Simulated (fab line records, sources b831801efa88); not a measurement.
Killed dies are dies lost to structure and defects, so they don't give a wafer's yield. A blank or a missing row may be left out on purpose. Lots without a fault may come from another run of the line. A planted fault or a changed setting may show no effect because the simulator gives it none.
Problem report in the 8D (eight disciplines) form, filled by code | flow sky130 | the parts of the form that need people (team, actions taken, sign-off) are left out

1. THE PROBLEM
killed_at_front_end at SKY_PAD_OPEN_PROBE_99 reads a mean of 68 on 2 wafers of 1 lot; wafers without a fault read 15 with a standard deviation of 4.5. That is +12 standard deviations from the usual mean.
First seen on wafer L272.1, day 49 09:55, on prober-02. The record holds 33 wafers of 11 lots with a number at this step. Rule for "out", or "out of limits": more than 4 standard deviations from the usual mean. The other wafers with a number count as sound.

2. WHAT IT IS AND WHAT IT IS NOT
question                    | is                               | is not
which readings at this step | killed_at_front_end, killed_dies | killed_at_M0_to_M3, killed_at_M4_up, killed_at_contacts, killed_at_other, killed_open, killed_short
which lots                  | L272                             | L261, L263, L266, L267, L268, L274, L279, L280, L281, L282
which wafers of those lots  | L272.1, L272.5                   | L272.3
read on which tools         | prober-02                        | prober-01
when                        | from day 49 09:55                | up to then (15 sound wafers); but 16 sound wafers of L272, L274, L279, L280, L281, L282 came after

3. SUSPECTS, AND WHAT RULES EACH OUT
Counting: a tool at a process step up to the reading stays a suspect if it ran every lot that is out. Sound lots after the first of them don't rule it out here, since some wafers of a struck lot are sound.
- rie_diel-03 at SKY_FIELD_ISO_ETCH_15 (etches the open film in CHF3/O2, stops on Si, target depth 180 nm, time 72 s): kept. It ran the lot that is out, L272 (day 5 03:23); its last sound lot up to then is L266 (day 3 17:59).
- plasma_asher-02 at SKY_VIA4_STRIP_13 (strips in O2/N2): kept. It ran the lot that is out, L272 (day 46 20:07); its last sound lot up to then is L268 (day 45 23:11).
- pvd_sputter-04 at SKY_METAL5_SPUTTER_02 (material AlCu, target thk 1150 nm, time 61.2 s): kept. It ran the lot that is out, L272 (day 46 21:36); its last sound lot up to then is L261 (day 43 05:50).
- plasma_asher-01 at SKY_PAD_OPEN_STRIP_08 (strips in O2/N2): kept. It ran the lot that is out, L272 (day 49 07:43); its last sound lot up to then is L268 (day 48 11:59).
- prober-02 at SKY_PAD_OPEN_PROBE_99: kept. It ran the lot that is out, L272 (day 49 09:55); its last sound lot up to then is L268 (day 48 14:19). Its own readings are out on those wafers: killed_at_front_end, killed_dies.
- Within rie_diel-03 at SKY_FIELD_ISO_ETCH_15: the wafers that are out ran in chamber 1; their sound lot-mates ran in chamber 0.
Left after counting: rie_diel-03 at SKY_FIELD_ISO_ETCH_15, plasma_asher-02 at SKY_VIA4_STRIP_13, pvd_sputter-04 at SKY_METAL5_SPUTTER_02, plasma_asher-01 at SKY_PAD_OPEN_STRIP_08, prober-02 at SKY_PAD_OPEN_PROBE_99.

4. THE CAUSE (what the simulator had put in)
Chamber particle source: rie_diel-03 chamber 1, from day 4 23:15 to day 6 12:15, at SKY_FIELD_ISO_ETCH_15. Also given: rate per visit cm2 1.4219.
Counting left 5 suspects, and this tool is among them.

5. THE CHAIN OF EFFECTS, in route order
Each row: a reading whose mean over the struck wafers that have a number lies more than 3 standard deviations from the usual. Only readings for which the record gives a usual standard deviation are gone through. hours: the time from each lot's start at the first step in this table that gives one to its start at this step, as a median over the lots. sigmas: the change in usual standard deviations.
hours | step                  | reading             | usual | on struck wafers | change | sigmas
0     | SKY_PAD_OPEN_PROBE_99 | killed_at_front_end | 15    | 68               | +53    | +12
0     | SKY_PAD_OPEN_PROBE_99 | killed_dies         | 87    | 138              | +52    | +5.7
The process steps in it:
- SKY_PAD_OPEN_PROBE_99

6. WHAT WOULD HAVE CAUGHT IT SOONER
In this record the first reading out of limits was taken at day 49 09:55, 1067 hours after the fault began at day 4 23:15.
Of the tool readings at SKY_FIELD_ISO_ETCH_15 for which the record gives a usual standard deviation, none was out on any struck wafer, so an alarm limit of 4 standard deviations on them would not have fired.
All the lots that are out (1) had begun SKY_FIELD_ISO_ETCH_15 on rie_diel-03 by day 49 09:55. A hold on the tool at that time would have spared none of them.
